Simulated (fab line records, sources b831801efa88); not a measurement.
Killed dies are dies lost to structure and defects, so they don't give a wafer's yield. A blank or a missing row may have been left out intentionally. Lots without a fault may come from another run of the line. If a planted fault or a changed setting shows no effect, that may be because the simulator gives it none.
Which tool was responsible?	flow sky130	33 wafers from 11 lots sampled at 6 of the route's 708 steps

WHAT THE GAUGES SHOWED, per wafer
The record holds no reading of a measuring or inspecting step that can be judged against a usual standard deviation.

TOOL THAT RAN EACH LOT (tool first, then ch and the chambers of the sampled wafers, then the start)
lot	SKY_VIA2_ETCH_15	SKY_VIA2_SPUTTER_20	SKY_METAL3_SPUTTER_03	SKY_CAPM_METAL_ETCH_13	SKY_CAPM_STRIP_14	SKY_PAD_OPEN_PROBE_99
L241	rie_diel-03 ch 0,3, day 36 05:28	pvd_sputter-02, day 36 06:11	pvd_sputter-02, day 36 06:56	rie_metal-03 ch 0,1, day 37 08:22	plasma_asher-02 ch 0,1, day 37 08:26	prober-01, day 45 18:21
L242	rie_diel-02 ch 0,2,3, day 36 19:50	pvd_sputter-02, day 36 20:29	pvd_sputter-03, day 36 21:15	rie_metal-04 ch 0,1, day 37 22:49	plasma_asher-01 ch 0,1, day 37 22:54	prober-02, day 46 04:11
L246	rie_diel-03 ch 0,1, day 38 03:46	pvd_sputter-01, day 38 04:28	pvd_sputter-03, day 38 05:14	rie_metal-04 ch 1, day 39 06:05	plasma_asher-02 ch 0,1, day 39 06:14	prober-02, day 47 06:34
L247	rie_diel-03 ch 1,2,3, day 38 11:52	pvd_sputter-03, day 38 12:33	pvd_sputter-03, day 38 13:19	rie_metal-04 ch 1, day 39 14:04	plasma_asher-01 ch 1, day 39 14:13	prober-01, day 47 15:23
L257	rie_diel-02 ch 0,3, day 41 09:01	pvd_sputter-01, day 41 09:41	pvd_sputter-02, day 41 10:26	rie_metal-04 ch 0,1, day 42 10:28	plasma_asher-01 ch 0,1, day 42 10:32	prober-01, day 49 18:38
L258	rie_diel-04 ch 0,1,3, day 41 10:10	pvd_sputter-02, day 41 10:50	pvd_sputter-03, day 41 11:36	rie_metal-01 ch 0,1, day 42 11:19	plasma_asher-01 ch 0,1, day 42 11:24	prober-02, day 49 18:56
L259	rie_diel-02 ch 0,1,3, day 41 19:43	pvd_sputter-02, day 41 20:22	pvd_sputter-03, day 41 21:13	rie_metal-01 ch 0,1, day 42 21:16	plasma_asher-02 ch 0,1, day 42 21:20	prober-01, day 50 01:31
L260	rie_diel-04 ch 0,3, day 42 02:02	pvd_sputter-03, day 42 02:41	pvd_sputter-02, day 42 03:27	rie_metal-03 ch 0, day 43 03:10	plasma_asher-02 ch 0,1, day 43 03:15	prober-02, day 50 06:24
L262	rie_diel-04 ch 1,2,3, day 42 16:49	pvd_sputter-02, day 42 17:29	pvd_sputter-03, day 42 18:14	rie_metal-04 ch 0,1, day 43 17:19	plasma_asher-02 ch 0,1, day 43 17:24	prober-02, day 50 16:10
L263	rie_diel-03 ch 2,3, day 43 05:22	pvd_sputter-01, day 43 06:04	pvd_sputter-03, day 43 06:50	rie_metal-01 ch 0,1, day 44 05:40	plasma_asher-02 ch 0, day 44 05:45	prober-01, day 51 01:36
L264	rie_diel-03 ch 0,2, day 43 09:01	pvd_sputter-02, day 43 09:43	pvd_sputter-04, day 43 10:39	rie_metal-04 ch 0,1, day 44 08:47	plasma_asher-01 ch 0,1, day 44 08:51	prober-02, day 51 03:27
- SKY_VIA2_ETCH_15: etches SiO2 in C4F8/O2/Ar, stops on TiN, target depth 546 nm, time 84 s.
- SKY_VIA2_SPUTTER_20: material TiN, target thk 20 nm, time 80 s.
- SKY_METAL3_SPUTTER_03: material Ti, target thk 5 nm, time 3.3 s.
- SKY_CAPM_METAL_ETCH_13: etches TiN in Cl2/BCl3, stops on SiO2, target depth 220 nm, time 62.9 s.
- SKY_CAPM_STRIP_14: strips in O2/N2.
- SKY_PAD_OPEN_PROBE_99

AS READ BY THE TOOLS THEMSELVES (means over the sampled wafers that have a number; for cases with no such wafer, the mark the record gives instead)
SKY_VIA2_ETCH_15. Usual: oes_product_au 0.940 a.u., standard deviation 0.0049; rf_fwd_power_W 1490 W, standard deviation 5.7.
lot	tool	oes_product_au (a.u.)	rf_fwd_power_W (W)	flag
L241	rie_diel-03	0.941	1491	
L242	rie_diel-02	0.940	1489	
L246	rie_diel-03	0.940	1500	
L247	rie_diel-03	0.945	1485	
L257	rie_diel-02	0.937	1493	
L258	rie_diel-04	0.936	1488	
L259	rie_diel-02	0.940	1486	
L260	rie_diel-04	0.944	1486	
L262	rie_diel-04	0.935	1493	
L263	rie_diel-03	0.939	1497	
L264	rie_diel-03	0.943	1497	

SKY_VIA2_SPUTTER_20. Usual: throttle_valve_pct 29.8 %, standard deviation 1.3.
lot	tool	throttle_valve_pct (%)	flag
L241	pvd_sputter-02	28.6	
L242	pvd_sputter-02	29.2	
L246	pvd_sputter-01	29.3	
L247	pvd_sputter-03	29.7	
L257	pvd_sputter-01	29.1	
L258	pvd_sputter-02	28.3	
L259	pvd_sputter-02	29.7	
L260	pvd_sputter-03	31.1	
L262	pvd_sputter-02	29.4	
L263	pvd_sputter-01	29.2	
L264	pvd_sputter-02	29.6	

SKY_METAL3_SPUTTER_03. Usual: throttle_valve_pct 29.8 %, standard deviation 1.3.
lot	tool	throttle_valve_pct (%)	flag
L241	pvd_sputter-02	29.1	
L242	pvd_sputter-03	31.0	
L246	pvd_sputter-03	30.5	
L247	pvd_sputter-03	30.6	
L257	pvd_sputter-02	30.7	
L258	pvd_sputter-03	31.1	
L259	pvd_sputter-03	30.3	
L260	pvd_sputter-02	29.9	
L262	pvd_sputter-03	31.1	
L263	pvd_sputter-03	30.6	
L264	pvd_sputter-04	29.4	

SKY_CAPM_METAL_ETCH_13. Usual: drypump_motor_current_A 5.9 A, standard deviation 0.39; oes_product_au 0.934 a.u., standard deviation 0.0088; rf_fwd_power_W 890 W, standard deviation 3.2; throttle_valve_pct 21.906 %, standard deviation 0.0091.
lot	tool	drypump_motor_current_A (A)	oes_product_au (a.u.)	rf_fwd_power_W (W)	throttle_valve_pct (%)	flag
L241	rie_metal-03	6.3	0.927	889	21.912	
L242	rie_metal-04	5.9	0.938	889	21.900	
L246	rie_metal-04	5.5	0.910	749	21.919	OFF
L247	rie_metal-04	5.5	0.911	745	21.918	OFF
L257	rie_metal-04	5.7	0.934	887	21.902	
L258	rie_metal-01	5.8	0.944	886	21.904	
L259	rie_metal-01	5.8	0.930	887	21.909	
L260	rie_metal-03	6.4	0.927	892	21.910	
L262	rie_metal-04	5.7	0.945	890	21.899	
L263	rie_metal-01	5.5	0.939	889	21.900	
L264	rie_metal-04	5.7	0.931	891	21.908	

SKY_CAPM_STRIP_14. Usual: drypump_motor_current_A 5.7 A, standard deviation 0.77; oes_product_au 0.710 a.u., standard deviation 0.0045; strip_time_to_endpoint_s 12.66 s, standard deviation 0.044.
lot	tool	drypump_motor_current_A (A)	oes_product_au (a.u.)	strip_time_to_endpoint_s (s)	flag
L241	plasma_asher-02	5.0	0.712	12.69	
L242	plasma_asher-01	6.4	0.711	12.63	
L246	plasma_asher-02	5.0	0.711	12.80	OFF
L247	plasma_asher-01	6.6	0.706	12.87	OFF
L257	plasma_asher-01	6.1	0.704	12.71	
L258	plasma_asher-01	6.2	0.707	12.64	
L259	plasma_asher-02	4.9	0.707	12.64	
L260	plasma_asher-02	5.0	0.709	12.65	
L262	plasma_asher-02	4.9	0.710	12.67	
L263	plasma_asher-02	4.8	0.714	12.66	
L264	plasma_asher-01	6.4	0.708	12.64	

SKY_PAD_OPEN_PROBE_99. Usual: defect_limited_yield 82.9 %, standard deviation 2.2; killed_at_M0_to_M3 42, standard deviation 7; killed_at_M4_up 2.8, standard deviation 1.8; killed_at_contacts 24, standard deviation 5.8; killed_at_front_end 15, standard deviation 4.8; killed_at_other 0.3, standard deviation 0.56; killed_dies 84, standard deviation 11; killed_on_rim 17, standard deviation 4.2; killed_open 46, standard deviation 7.8; killed_short 38, standard deviation 6.3.
lot	tool	defect_limited_yield (%)	killed_at_M0_to_M3	killed_at_M4_up	killed_at_contacts	killed_at_front_end	killed_at_other	killed_dies	killed_on_rim	killed_open	killed_short	flag
L241	prober-01	83.7	41	3.3	19	17	0.0	80	16	44	36	
L242	prober-02	83.6	36	5.0	25	14	0.7	81	14	44	36	
L246	prober-02	15.8	48	1.7	22	21	320.7	414	92	50	43	OFF
L247	prober-01	16.8	36	1.7	27	11	333.0	409	94	42	34	OFF
L257	prober-01	83.5	42	2.7	23	13	0.0	81	13	42	39	
L258	prober-02	84.4	35	2.3	25	14	0.3	77	16	41	36	
L259	prober-01	83.4	37	3.3	28	14	0.0	82	17	49	32	
L260	prober-02	81.4	41	1.0	27	23	0.0	92	21	56	36	
L262	prober-02	80.6	40	5.7	31	18	0.0	96	18	50	46	
L263	prober-01	81.6	47	3.0	22	18	1.0	90	19	48	41	
L264	prober-02	82.6	42	4.0	26	13	0.0	85	15	48	38	

THE ANSWER, worked out from the rows above alone
Rule: a lot is off if the mean of its wafers that have a number lies more than 3 standard deviations from the usual mean. Also off: a lot with no number at a reading for which 4 or more lots have one. Any other lot the step has rows for is counted as sound. The gauges are gone through in route order, then the tools' own readings, and for those a lot's mean is taken as printed above. At the first step where some lot is off, the reading lying furthest off is the one used; lots without a number count as furthest.
Off, at SKY_CAPM_METAL_ETCH_13 on rf_fwd_power_W: L246, L247.
If a tool, at that step or one of the process steps before it, ran each lot that is off and ran no sound lot following the first of them, it fits. No candidate that was tried fits.

WHAT HAD BEEN PUT IN BY THE SIMULATOR
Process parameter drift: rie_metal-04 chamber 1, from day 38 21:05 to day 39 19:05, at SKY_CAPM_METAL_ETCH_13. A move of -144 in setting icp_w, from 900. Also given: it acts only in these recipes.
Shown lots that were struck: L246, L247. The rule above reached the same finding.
